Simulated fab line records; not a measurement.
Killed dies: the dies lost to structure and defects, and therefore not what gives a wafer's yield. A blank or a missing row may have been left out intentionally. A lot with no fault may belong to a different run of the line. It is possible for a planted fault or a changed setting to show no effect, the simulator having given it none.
The tool behind it: which one? ; flow gf180mcu ; 39 wafers from 13 lots sampled at 3 of the route's 602 steps

== WHAT THE GAUGES READ, wafer by wafer ==
GF_TOP_METAL_CD_MEAS_14: target cd 440 nm.
lot;measured;on;cd_nm (nm)
L316;day 28 04:34;cd_sem-01;438.4 439.8 439.5
L317;day 28 11:43;cd_sem-02;440.9 444.3 441.2
L320;day 29 18:31;cd_sem-01;440.4 438.1 437.0
L321;day 29 23:16;cd_sem-02;442.4 441.8 442.1
L322;day 30 00:00;cd_sem-02;438.8 438.8 437.0
L323;day 30 16:01;cd_sem-01;439.8 439.9 440.2
L324;day 30 17:07;cd_sem-01;439.3 439.6 439.3
L325;day 30 23:31;cd_sem-02;437.9 438.8 437.0
L326;day 31 07:55;cd_sem-01;438.4 438.4 437.3
L327;day 31 16:13;cd_sem-02;437.3 439.8 439.4
L331;day 32 19:23;cd_sem-02;443.3 442.5 445.0
L336;day 34 03:22;cd_sem-01;439.2 441.4 439.0
L338;day 34 06:01;cd_sem-01;439.7 442.2 442.0

== WHICH TOOL RAN EACH LOT (tool, then ch and the chambers of the sampled wafers, then the start) ==
lot;GF_M4_STRIP_18;GF_TOP_METAL_SPUTTER_01
L316;wet_bench-01 ch 0, day 23 12:53;pvd_sputter-03, day 27 08:58
L317;wet_bench-01 ch 1, day 23 21:12;pvd_sputter-02, day 27 15:49
L320;wet_bench-02 ch 1, day 25 07:52;pvd_sputter-03, day 28 23:40
L321;wet_bench-03 ch 0, day 25 14:29;pvd_sputter-01, day 29 04:19
L322;wet_bench-03 ch 3, day 25 15:28;pvd_sputter-02, day 29 05:37
L323;wet_bench-02 ch 0, day 26 09:05;pvd_sputter-01, day 29 21:55
L324;wet_bench-01 ch 0, day 26 10:09;pvd_sputter-02, day 29 22:31
L325;wet_bench-01 ch 3, day 26 17:24;pvd_sputter-01, day 30 06:04
L326;wet_bench-01 ch 3, day 27 03:20;pvd_sputter-03, day 30 13:52
L327;wet_bench-01 ch 3, day 27 12:33;pvd_sputter-01, day 30 22:48
L331;wet_bench-03 ch 0, day 28 21:14;pvd_sputter-01, day 32 03:31
L336;wet_bench-03 ch 0, day 30 02:42;pvd_sputter-03, day 33 11:10
L338;wet_bench-01 ch 2, day 30 13:45;pvd_sputter-01, day 33 14:41
- GF_M4_STRIP_18: strips in post etch residue remover, time 1200 s.
- GF_TOP_METAL_SPUTTER_01: material TiN, target thk 30 nm, time 25 s.

== AS READ BY THE TOOLS THEMSELVES (means over the sampled wafers that have a number; for cases with no such wafer, the mark the record gives instead) ==
GF_M4_STRIP_18.
lot;tool;bath_heat_duty_pct (%)
L316;wet_bench-01;15.1
L317;wet_bench-01;15.4
L320;wet_bench-02;13.7
L321;wet_bench-03;14.9
L322;wet_bench-03;14.7
L323;wet_bench-02;12.3
L324;wet_bench-01;15.7
L325;wet_bench-01;12.9
L326;wet_bench-01;12.9
L327;wet_bench-01;12.6
L331;wet_bench-03;14.6
L336;wet_bench-03;14.9
L338;wet_bench-01;12.4

GF_TOP_METAL_SPUTTER_01.
lot;tool;cathode_dc_power_W (W);throttle_valve_pct (%)
L316;pvd_sputter-03;6501.0;30.1
L317;pvd_sputter-02;6499.2;30.6
L320;pvd_sputter-03;6500.2;30.5
L321;pvd_sputter-01;6500.8;30.2
L322;pvd_sputter-02;6501.3;30.4
L323;pvd_sputter-01;6500.3;30.5
L324;pvd_sputter-02;6500.1;30.5
L325;pvd_sputter-01;6499.8;30.5
L326;pvd_sputter-03;6501.5;29.8
L327;pvd_sputter-01;6501.2;30.9
L331;pvd_sputter-01;6499.7;30.5
L336;pvd_sputter-03;6500.2;29.9
L338;pvd_sputter-01;6500.3;30.7

== THE ANSWER, worked out from the rows above alone ==
Rule: the lots themselves supply what counts as usual. Put in order of their means at a reading, lots are off if they are a third of the lots or fewer, leave a main group of 4 or more, and stand apart from it by a gap of 3 or more times the standard deviation of the main group's means; of several such gaps the widest counts. A main group whose means are all the same, to the digits that the tables above print for the reading, isn't used. Also off: a lot with no number at a reading for which 4 or more lots have one. Where the step has rows for the other lots, those lots are counted as sound. First the gauges in route order, then the tools' own readings, where a lot's mean is used as printed above. The first step at which some lot is off is used, and at that step the reading that is off furthest; a lot without a number counts as furthest.
Across all readings shown, no lot is off: no conclusion can be drawn from this.

== WHAT WAS PUT IN BY THE SIMULATOR ==
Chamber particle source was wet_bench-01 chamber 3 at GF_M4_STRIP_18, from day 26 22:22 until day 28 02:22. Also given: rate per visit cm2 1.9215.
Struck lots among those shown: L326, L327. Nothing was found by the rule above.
